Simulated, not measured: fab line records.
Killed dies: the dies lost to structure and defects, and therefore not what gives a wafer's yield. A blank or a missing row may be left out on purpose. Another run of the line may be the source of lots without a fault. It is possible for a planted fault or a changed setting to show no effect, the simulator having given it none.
Which tool did it?    flow sky130    12 lots, 34 wafers sampled, at 5 steps of a route of 708

== WHAT THE GAUGES SHOWED, per wafer ==
SKY_VT_ADJUST_LVTN_OVL_MEAS_07. Usual: VT_ADJUST_LVTN_OVL 0.0 nm, standard deviation 1.1.
lot   measured      on          VT_ADJUST_LVTN_OVL (nm)  flag
L721  day 7 07:41   overlay-01  -0.1 -0.2 0.1            
L722  day 7 14:46   overlay-02  1.2 -0.5 0.0             
L723  day 7 17:09   overlay-02  0.2 -1.1 0.2             
L724  day 7 23:56   overlay-02  -0.1 0.4 -0.4            
L725  day 8 03:38   overlay-01  0.5 0.5 1.4              
L726  day 8 07:02   overlay-02  0.9 0.7 1.4              
L727  day 8 13:30   overlay-02  0.5 0.3                  
L728  day 8 22:21   overlay-01  0.0 -0.8 -0.4            
L732  day 9 22:52   overlay-01  1.6 2.2 1.3              
L734  day 10 19:20  overlay-02  -0.7 0.2 1.9             
L743  day 13 05:31  overlay-01  2.1 1.6 1.1              
L744  day 13 10:50  overlay-01  1.5 0.4                  

SKY_VT_ADJUST_HVTR_OVL_MEAS_08. Usual: VT_ADJUST_HVTR_OVL 0.3 nm, standard deviation 1.2.
lot   measured      on          VT_ADJUST_HVTR_OVL (nm)  flag
L721  day 10 02:02  overlay-01  0.7 1.5 1.3              
L722  day 10 09:53  overlay-02  1.2 0.4 0.4              
L723  day 10 11:52  overlay-02  1.3 1.1 1.1              
L724  day 10 19:51  overlay-01  0.1 3.7 1.2              
L725  day 11 00:24  overlay-01  0.4 2.4 1.2              
L726  day 11 04:33  overlay-01  -0.2 1.2 0.6             
L727  day 11 11:25  overlay-02  -1.4 -0.6                
L728  day 11 21:09  overlay-02  2.4 0.7 3.6              
L732  day 13 01:26  overlay-01  -0.1 0.8 0.0             
L734  day 14 01:22  overlay-02  0.4 2.7 0.7              
L743  day 16 15:59  overlay-02  -0.1 0.5 0.0             
L744  day 16 19:50  overlay-02  0.7 1.5                  

SKY_SONOS_ONO_THK_MEAS_03. Usual: SONOS_ONO_CVD_02_THK 10.41 nm, standard deviation 0.11.
lot   measured      on             SONOS_ONO_CVD_02_THK (nm)  flag
L721  day 12 08:28  film-metro-02  10.48 10.36 10.40          
L722  day 12 16:54  film-metro-01  10.52 10.47 10.45          
L723  day 12 17:56  film-metro-02  10.47 10.33 10.31          
L724  day 13 02:55  film-metro-01  10.49 10.34 10.45          
L725  day 13 06:44  film-metro-04  10.40 10.49 10.43          
L726  day 13 14:35  film-metro-04  10.43 10.41 10.47          
L727  day 13 21:01  film-metro-04  10.43 10.50                
L728  day 14 08:32  film-metro-02  10.44 10.31 10.56          
L732  day 15 11:23  film-metro-01  10.40 10.22 10.22          
L734  day 16 12:55  film-metro-01  18.18 18.18 18.16          OFF
L743  day 19 08:53  film-metro-02  10.40 10.48 10.43          
L744  day 19 12:08  film-metro-02  10.55 10.58                

SKY_SONOS_ONO_OVL_MEAS_14. Usual: SONOS_ONO_OVL 0.4 nm, standard deviation 1.5.
lot   measured      on          SONOS_ONO_OVL (nm)  flag
L721  day 13 12:54  overlay-01  0.0 -1.0 -1.0       
L722  day 13 20:52  overlay-02  -0.3 -0.7 -1.0      
L723  day 13 21:39  overlay-01  1.8 2.5 1.3         
L724  day 14 06:58  overlay-01  2.4 1.8 1.4         
L725  day 14 09:43  overlay-01  0.1 -0.1 0.5        
L726  day 14 17:44  overlay-02  0.9 2.5 1.8         
L727  day 15 00:31  overlay-02  0.7 -2.0            
L728  day 15 12:57  overlay-02  -3.3 -2.0 -2.1      
L732  day 16 16:34  overlay-02  1.2 -0.1 1.0        
L734  day 17 19:27  overlay-01  2.5 -0.1 0.8        
L743  day 20 17:33  overlay-01  -1.8 -0.4 0.5       
L744  day 20 20:58  overlay-01  -0.6 -1.5           

== TOOL THAT RAN EACH LOT (tool first, then ch and the chambers of the sampled wafers, then the start) ==
lot   SKY_SONOS_ONO_CVD_02
L721  lpcvd-02 ch 1, day 12 07:25
L722  lpcvd-02 ch 0, day 12 15:50
L723  lpcvd-02 ch 1, day 12 16:53
L724  lpcvd-02 ch 0, day 13 01:50
L725  lpcvd-02 ch 1, day 13 05:40
L726  lpcvd-02 ch 0, day 13 13:32
L727  lpcvd-02 ch 0, day 13 19:26
L728  lpcvd-02 ch 0, day 14 06:58
L732  lpcvd-02 ch 0, day 15 10:20
L734  lpcvd-02 ch 1, day 16 11:52
L743  lpcvd-02 ch 1, day 19 07:50
L744  lpcvd-02 ch 1, day 19 11:04
- SKY_SONOS_ONO_CVD_02: deposits Si3N4 from DCS/NH3, target thk 10.5 nm, time 180 s.

== WHAT THE TOOLS THEMSELVES READ (means of the sampled wafers that have a number; where no wafer has one, the mark that the record gives instead) ==
SKY_SONOS_ONO_CVD_02. Usual: spike-tc-bottom-C 785.7 C (standard deviation 2.3); spike-tc-centre-C 770.0 C (standard deviation 1.3); spike-tc-lower-C 771.2 C (standard deviation 1); spike-tc-top-C 782.8 C (standard deviation 1.9); spike-tc-upper-C 769.0 C (standard deviation 1.8); susceptor-temp-C 770.0 C (standard deviation 0.33); zone-power-centre-pct 14.02 % (standard deviation 0.16).
lot   tool      spike-tc-bottom-C (C)  spike-tc-centre-C (C)  spike-tc-lower-C (C)  spike-tc-top-C (C)  spike-tc-upper-C (C)  susceptor-temp-C (C)  zone-power-centre-pct (%)  flag
L721  lpcvd-02  788.3                  769.3                  771.8                 780.4               771.6                 770.0                 14.08                      
L722  lpcvd-02  783.5                  770.7                  771.9                 783.7               768.2                 770.1                 13.99                      
L723  lpcvd-02  787.9                  769.7                  770.7                 781.9               770.9                 770.4                 14.14                      
L724  lpcvd-02  783.1                  771.6                  770.7                 784.3               767.6                 770.3                 13.92                      
L725  lpcvd-02  788.6                  770.3                  771.6                 782.1               770.5                 770.4                 14.06                      
L726  lpcvd-02  785.1                  770.6                  771.6                 783.3               768.1                 770.2                 14.09                      
L727  lpcvd-02  784.5                  769.5                  770.5                 784.3               767.7                 770.0                 13.87                      
L728  lpcvd-02  783.9                  770.5                  770.7                 784.3               768.7                 770.2                 13.74                      
L732  lpcvd-02  783.4                  771.0                  770.6                 783.7               768.8                 770.2                 14.07                      
L734  lpcvd-02  818.6                  801.3                  803.3                 811.2               802.8                 801.3                 15.19                      OFF
L743  lpcvd-02  787.3                  768.7                  770.8                 780.3               770.0                 770.1                 14.27                      
L744  lpcvd-02  786.4                  769.0                  771.8                 781.0               771.0                 769.6                 13.96                      

== THE ANSWER, worked out from the rows above alone ==
Rule: a lot is off if the mean of its wafers that have a number lies more than 3 standard deviations from the usual mean. A lot without any number at a reading at which 4 lots or more have one is off too. Any other lot the step has rows for is counted as sound. After the gauges, taken in route order, come the tools' own readings; for these a lot's mean is taken, as printed above. At the first step where some lot is off, the reading lying furthest off is the one used; lots without a number count as furthest.
Off: at SKY_SONOS_ONO_THK_MEAS_03 (SONOS_ONO_CVD_02_THK), L734.
A tool fits if, at a process step before that reading, it ran every lot that is off, and no sound lot after the first of them. Not tried: the gauges at SKY_SONOS_ONO_THK_MEAS_03; whatever is off there is also off at SKY_SONOS_ONO_CVD_02, on other tools, and gauge error can't account for it. No candidate that was tried fits.

== WHAT WAS PUT IN BY THE SIMULATOR ==
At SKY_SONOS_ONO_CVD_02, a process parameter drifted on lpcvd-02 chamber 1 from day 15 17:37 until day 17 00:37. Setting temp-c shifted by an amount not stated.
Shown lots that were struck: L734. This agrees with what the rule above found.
